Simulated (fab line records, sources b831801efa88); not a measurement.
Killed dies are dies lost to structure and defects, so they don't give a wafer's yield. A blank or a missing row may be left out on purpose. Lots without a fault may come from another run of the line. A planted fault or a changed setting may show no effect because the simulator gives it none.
fab line records | flow sky130
record lots=15 wafers=45 last_day=50
route steps=708 shown METAL1@450 VIA1@467
lots that met no fault: from a run of the same line without faults
start_h: hours from the record's first day to the start of the lot's first wafer shown | wait_h: hours since the lot's step before | " the same as in the row above | L1.1+2: a row that stands for several wafers | - no value, or no start given | * or withheld: withheld | < > ~ a bound
route shown NAME@n: a module of which the file shows steps, and the number in the route of the first | usual: mean/standard deviation of fault-free wafers | same: alike in all rows | chamber/n: place in a boat | sites: the reading at each site | _std_site: their standard deviation | _edge_site: outer sites' mean less inner sites' | radius_mm: how far each site lies from the wafer's centre | mask NAME#n: copy n | behind: the tool/chamber that last shaped the wafer | hold: why the lot was held/for how many hours/how that ended | device: the transistor (n, p or np) that didn't switch | end of line: the same wafers' tests at the end of the route | a step without rows: its recipe alone | killed: dies lost to structure and defects at the first sort, not the wafer's yield | map: a wafer's dies, x killed, . not, _ none there
set.NAME: the setting as run; set.NAME@STEP: as run at that earlier step | model.NAME: the simulator's own value behind a step, which no gauge read
steps of the route over a sample of lots; a table a step, a row a wafer
services: from which hour (start_h, from the record's first day; less than 0 if before it) a tool's chamber was out of use, for how many hours, and why
## steps
# step SKY_METAL1_OVL_MEAS_16
# usual METAL1_OVL=3/4.5
# columns lot.wafer tool chamber start_h wait_h METAL1_OVL[nm]
L498.2 overlay-01 - 775.94 0.1 4
L498.3 " - " " 6
L498.5 " - " " -2
L500.2 overlay-01 - 783.33 0.1 10
L500.3 " - " " 0
L500.4 " - " " 6
L504.2 overlay-01 - 810.24 0.1 7
L504.3 " - " " 5
L504.5 " - " " 1
L503.1 overlay-01 - 811.72 0.1 3
L503.2 " - " " -2
L503.5 " - " " 0
L505.3 overlay-02 - 817.13 0.1 7
L505.4 " - " " 5
L505.5 " - " " 3
L506.3 overlay-02 - 823.33 0.1 -1
L506.5 " - " " -1
L506.6 " - " " 0
L508.1 overlay-01 - 847.49 0.1 5
L508.2 " - " " 6
L508.4 " - " " 4
L509.1 overlay-02 - 857.64 0.1 -2
L509.2 " - " " -1
L509.6 " - " " -6
L510.3 overlay-02 - 863.25 0.1 -7
L510.4 " - " " -3
L510.5 " - " " -2
L512.1 overlay-01 - 872.34 0.1 2
L512.3 " - " " -1
L512.6 " - " " -2
L513.1 overlay-01 - 877.24 0.1 0
L513.2 " - " " 6
L513.6 " - " " 1
L518.2 overlay-01 - 914.64 0.1 5
L518.4 " - " " 4
L518.6 " - " " 8
L519.1 overlay-01 - 922.29 0.1 3
L519.3 " - " " 2
L519.6 " - " " -2
L520.1 overlay-01 - 924.02 0.1 -1
L520.3 " - " " -3
L520.5 " - " " -1
L521.1 overlay-01 - 935.29 0.1 11
L521.2 " - " " 4
L521.6 " - " " 3
# step SKY_VIA1_EXPOSE_09
# recipe mask_id=VIM na=0.8 source_shape=annular sigma_inner=0.55 sigma_outer=0.85 target_cd_nm=150 dose_mj=38
# usual exposure_dose_mJ_cm2=38.05/0.035 focus_offset_nm=0.0/0.52
# columns lot.wafer tool chamber start_h wait_h mask exposure_dose_mJ_cm2 focus_offset_nm
L498.2 krf_scanner-02 0 790.60 - VIM#0 38.01 -0.1
L498.3 " 0 " " VIM#0 38.09 0.4
L498.5 " 0 " " VIM#0 38.03 -0.3
L500.2 krf_scanner-01 0 797.85 - VIM#0 38.08 -0.7
L500.3 " 0 " " VIM#0 38.09 0.4
L500.4 " 0 " " VIM#0 38.09 0.2
L504.2 krf_scanner-02 0 824.45 - VIM#0 38.09 -0.7
L504.3 " 0 " " VIM#0 38.07 -1.7
L504.5 " 0 " " VIM#0 38.08 -0.1
L503.1 krf_scanner-01 0 825.94 - VIM#0 38.00 -0.4
L503.2 " 0 " " VIM#0 38.02 0.5
L503.5 " 0 " " VIM#0 38.04 0.0
L505.3 krf_scanner-02 0 832.32 - VIM#0 38.03 -1.4
L505.4 " 0 " " VIM#0 38.06 0.0
L505.5 " 0 " " VIM#0 38.08 0.1
L506.3 krf_scanner-01 0 838.53 - VIM#0 37.99 0.4
L506.5 " 0 " " VIM#0 38.06 0.6
L506.6 " 0 " " VIM#0 38.03 0.4
L508.1 krf_scanner-02 - 862.07 - VIM#0 - -
L508.2 " - " " VIM#0 - -
L508.4 " - " " VIM#0 - -
L509.1 krf_scanner-02 - 871.90 - VIM#0 - -
L509.2 " - " " VIM#0 - -
L509.6 " - " " VIM#0 - -
L510.3 krf_scanner-02 - 877.34 - VIM#0 - -
L510.4 " - " " VIM#0 - -
L510.5 " - " " VIM#0 - -
L512.1 krf_scanner-01 0 887.00 - VIM#0 38.05 -0.1
L512.3 " 0 " " VIM#0 38.06 -0.3
L512.6 " 0 " " VIM#0 38.00 -0.5
L513.1 krf_scanner-02 0 892.08 - VIM#0 38.10 0.5
L513.2 " 0 " " VIM#0 38.06 0.5
L513.6 " 0 " " VIM#0 38.10 1.3
L518.2 krf_scanner-01 0 928.15 - VIM#0 38.03 1.1
L518.4 " 0 " " VIM#0 38.05 -0.2
L518.6 " 0 " " VIM#0 38.04 0.1
L519.1 krf_scanner-01 0 936.45 - VIM#0 38.00 -0.7
L519.3 " 0 " " VIM#0 38.05 -0.4
L519.6 " 0 " " VIM#0 38.06 0.3
L520.1 krf_scanner-01 0 937.83 - VIM#0 38.04 0.2
L520.3 " 0 " " VIM#0 38.08 -0.5
L520.5 " 0 " " VIM#0 38.05 0.5
L521.1 krf_scanner-02 0 948.99 - VIM#0 38.01 -1.0
L521.2 " 0 " " VIM#0 38.04 0.1
L521.6 " 0 " " VIM#0 38.01 -0.7
# step SKY_VIA1_STRIP_16
# recipe chemistry=O2/N2 power_w=1400 pressure_mtorr=1500 platen_temp_c=withheld o2_flow_sccm=3000 n2_flow_sccm=300 overash_fraction=0.5
# usual chamber_pressure_mTorr=1500.0/1.3 drypump_motor_current_A=5.5/0.46 oes_product_au=0.419/0.0048 strip_time_to_endpoint_s=4.542/0.027
# columns lot.wafer tool chamber start_h wait_h chamber_pressure_mTorr drypump_motor_current_A oes_product_au rf_hours_counter_h strip_time_to_endpoint_s
L498.2 plasma_asher-03 0 804.30 0.0 1500.8 5.1 0.425 35 4.487
L498.3 " 0 " " 1498.8 5.1 0.422 - 4.551
L498.5 " 0 " " 1499.0 5.1 0.419 - 4.544
L500.2 plasma_asher-04 0 810.85 0.0 1499.1 5.4 0.416 68 4.551
L500.3 " 1 " " 1499.6 5.0 0.416 - 4.553
L500.4 " 0 " " 1500.9 5.4 0.429 - 4.554
L504.2 plasma_asher-03 0 837.81 0.0 1502.1 5.1 0.421 39 4.550
L504.3 " 0 " " 1498.7 5.1 0.425 - 4.528
L504.5 " 1 " " 1498.7 5.3 0.420 - 4.519
L503.1 plasma_asher-03 1 839.52 0.0 1499.6 5.3 0.417 39 4.562
L503.2 " 0 " " 1501.5 5.1 0.419 39 4.568
L503.5 " 1 " " 1499.4 5.3 0.412 - 4.540
L505.3 plasma_asher-03 0 844.76 0.1 1500.6 5.1 0.431 - 4.531
L505.4 " 1 " " 1500.7 5.3 0.422 - 4.556
L505.5 " 1 " " 1501.0 5.3 0.420 - 4.562
L506.3 plasma_asher-04 0 851.59 0.1 1497.0 5.5 0.425 - 4.539
L506.5 " 1 " " 1500.6 4.9 0.419 - 4.528
L506.6 " 0 " " 1499.5 5.5 0.408 - 4.546
L508.1 plasma_asher-01 0 874.61 0.0 1498.6 6.2 0.420 12 4.548
L508.2 " 1 " " 1500.3 6.0 0.417 12 4.566
L508.4 " 0 " " 1497.9 6.2 0.413 - 4.559
L509.1 plasma_asher-04 1 884.73 0.0 1502.0 4.9 0.422 76 4.533
L509.2 " 0 " " 1500.2 5.5 0.417 76 4.558
L509.6 " 1 " " 1500.3 4.9 0.421 - 4.571
L510.3 plasma_asher-04 0 890.26 0.1 1500.4 5.5 0.421 - 4.545
L510.4 " 1 " " 1500.6 4.9 0.419 - 4.533
L510.5 " 0 " " 1499.7 5.5 0.416 - 4.534
L512.1 plasma_asher-04 0 899.51 0.0 1499.5 5.5 0.427 77 4.574
L512.3 " 0 " " 1499.4 5.5 0.423 - 4.554
L512.6 " 1 " " 1499.2 4.9 0.425 - 4.594
L513.1 plasma_asher-04 0 904.40 0.0 1502.3 5.4 0.413 78 4.485
L513.2 " 1 " " 1501.4 4.9 0.412 78 4.520
L513.6 " 0 " " 1498.2 5.4 0.414 - 4.491
L518.2 plasma_asher-01 1 940.81 0.0 1501.2 6.0 0.412 19 4.570
L518.4 " 1 " " 1500.8 6.0 0.420 - 4.541
L518.6 " 1 " " 1498.8 6.0 0.416 - 4.529
L519.1 plasma_asher-01 1 948.08 0.0 1498.4 6.0 0.421 19 4.512
L519.3 " 1 " " 1499.5 6.0 0.408 - 4.548
L519.6 " 0 " " 1501.0 6.2 0.420 - 4.571
L520.1 plasma_asher-04 1 950.06 0.0 1498.9 4.9 0.416 83 4.498
L520.3 " 1 " " 1497.9 4.9 0.420 - 4.522
L520.5 " 1 " " 1498.4 4.9 0.424 - 4.549
L521.1 plasma_asher-04 0 961.18 0.0 1500.6 5.5 0.414 84 4.564
L521.2 " 1 " " 1499.2 5.0 0.424 84 4.564
L521.6 " 1 " " 1499.3 4.9 0.421 - 4.568
# step SKY_VIA1_SPUTTER_20
# recipe material=TiN target_thk_nm=20 chamber_pressure_pa=5 power_w=4000 time_s=80
# usual throttle_valve_pct=29.8/1.2
# columns lot.wafer tool chamber start_h wait_h throttle_valve_pct
L498.2 pvd_sputter-04 - 804.90 0.0 31.4
L498.3 " - " " 29.8
L498.5 " - " " 29.5
L500.2 pvd_sputter-03 - 811.45 0.0 29.6
L500.3 " - " " 30.4
L500.4 " - " " 29.9
L504.2 pvd_sputter-03 - 838.40 0.0 30.1
L504.3 " - " " 30.3
L504.5 " - " " 30.0
L503.1 pvd_sputter-03 - 840.12 0.0 29.8
L503.2 " - " " 30.7
L503.5 " - " " 30.7
L505.3 pvd_sputter-02 - 845.32 0.0 26.9
L505.4 " - " " 29.3
L505.5 " - " " 29.7
L506.3 pvd_sputter-04 - 852.15 0.0 29.3
L506.5 " - " " 31.4
L506.6 " - " " 29.4
L508.1 pvd_sputter-03 - 875.20 0.0 29.3
L508.2 " - " " 29.9
L508.4 " - " " 30.5
L509.1 pvd_sputter-04 - 885.42 0.0 31.6
L509.2 " - " " 31.3
L509.6 " - " " 31.5
L510.3 pvd_sputter-02 - 890.82 0.0 29.8
L510.4 " - " " 27.0
L510.5 " - " " 29.8
L512.1 pvd_sputter-02 - 900.11 0.0 26.6
L512.3 " - " " 29.6
L512.6 " - " " 26.8
L513.1 pvd_sputter-03 - 905.00 0.0 29.2
L513.2 " - " " 30.4
L513.6 " - " " 30.5
L518.2 pvd_sputter-03 - 941.40 0.0 29.9
L518.4 " - " " 29.2
L518.6 " - " " 30.1
L519.1 pvd_sputter-02 - 948.67 0.0 30.0
L519.3 " - " " 29.6
L519.6 " - " " 29.7
L520.1 pvd_sputter-02 - 950.65 0.0 29.5
L520.3 " - " " 26.7
L520.5 " - " " 26.7
L521.1 pvd_sputter-03 - 961.77 0.0 30.6
L521.2 " - " " 30.5
L521.6 " - " " 29.5
## services
# columns tool chamber start_h hours kind
krf_scanner-01 - 773.05 0.8 pm
pvd_sputter-02 - 812.56 2.7 repair
krf_scanner-01 - 819.06 4.0 pm
plasma_asher-01 - 837.66 5.8 repair
krf_scanner-01 - 841.44 1.0 pm
krf_scanner-01 - 859.57 0.5 repair
krf_scanner-02 - 862.53 1.3 pm
plasma_asher-01 - 867.15 0.5 repair
krf_scanner-01 - 881.97 0.3 repair
pvd_sputter-04 - 886.14 12.2 repair
krf_scanner-01 - 893.98 1.3 pm
pvd_sputter-03 - 894.75 8.1 repair
pvd_sputter-04 - 902.64 3.2 repair
plasma_asher-03 - 908.74 1.4 repair
krf_scanner-02 - 912.55 4.6 repair
krf_scanner-02 - 917.20 0.8 pm
krf_scanner-02 - 928.68 9.4 repair
krf_scanner-02 - 938.07 1.0 pm
krf_scanner-01 - 941.85 0.8 pm
krf_scanner-01 - 942.60 3.0 pm
## key
first_sign step=SKY_VIA1_EXPOSE_09 reading=tool_record direction=missing
effect none on later readings
met_at SKY_VIA1_EXPOSE_09
struck_lots L508,L509,L510
later_rows_left_out L508.1,L508.2,L508.4,L509.1,L509.2,L509.6,L510.3,L510.4,L510.5
sort_left_out L508.1,L508.2,L508.4,L509.1,L509.2,L509.6,L510.3,L510.4,L510.5
not_acting_at SKY_METAL1_OVL_MEAS_16,SKY_VIA1_STRIP_16,SKY_VIA1_SPUTTER_20
onset_between 832.32 862.07
fault kind=skipped_step_whole tool=krf_scanner-02 chamber=- onset_h=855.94 steps=SKY_VIA1_EXPOSE_09 scope=struck_lots_only
# sort_left_out: the simulated sort isn't trusted on such a fault, so these wafers' sort isn't shown, and their yield isn't known
# later_rows_left_out: the simulator's readings of these wafers behind a module that went badly wrong aren't trusted and aren't shown, but for the sort
